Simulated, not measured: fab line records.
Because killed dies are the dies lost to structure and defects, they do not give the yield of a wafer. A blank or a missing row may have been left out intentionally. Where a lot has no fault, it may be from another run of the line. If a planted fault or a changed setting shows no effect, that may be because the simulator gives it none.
Matching of chambers + flow gf180mcu + GF_V4_ETCH_16 on rie diel-02: 4 sister chambers
The step etches BARC in N2/H2. 4 wafers are shown with their chamber, then 7 later ones without.

## EACH WAFER AND ITS CHAMBER
| wafer  | chamber | oes product au (a.u.) |
|--------|---------|-----------------------|
| L352.5 | 0       | 0.854                 |
| L352.6 | 1       | 0.854                 |
| L354.1 | 2       | 0.861                 |
| L354.3 | 3       | 0.861                 |

## WAFERS WHOSE CHAMBER IS MISSING
| wafer  | oes product au (a.u.) |
|--------|-----------------------|
| L354.6 | 0.852                 |
| L357.1 | 0.856                 |
| L357.2 | 0.856                 |
| L357.6 | 0.852                 |
| L360.1 | 0.858                 |
| L360.5 | 0.847                 |
| L360.6 | 0.846                 |

## THE CHAMBER EACH PASSED THROUGH
| wafer  | from the rows above               | in truth |
|--------|-----------------------------------|----------|
| L354.6 | can't be placed: 0 or 1 or 2 or 3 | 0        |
| L357.1 | can't be placed: 0 or 1 or 2 or 3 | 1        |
| L357.2 | can't be placed: 0 or 1 or 2 or 3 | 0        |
| L357.6 | can't be placed: 0 or 1 or 2 or 3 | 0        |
| L360.1 | can't be placed: 2 or 3 or 0 or 1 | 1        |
| L360.5 | can't be placed: 0 or 1 or 2 or 3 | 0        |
| L360.6 | can't be placed: 0 or 1 or 2 or 3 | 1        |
Correct placement for 0 of the 7. Cannot be placed on the basis of these rows: 7; the candidates contain the true chamber in 7. 0 placed wrongly.
How it was worked out, from the rows above alone: a wafer's distance from a chamber is the root of the sum, over the readings, of the square of ((its reading less the chamber's mean) divided by the reading's scatter). If the next closest chamber is less than 2 further off than the closest, the wafer can't be placed; otherwise it belongs to the closest. For every chamber, the mean is computed from those of its wafers that are shown. The scatter: root of mean squared gap, hidden wafer to nearest shown wafer, with one shown wafer a chamber.
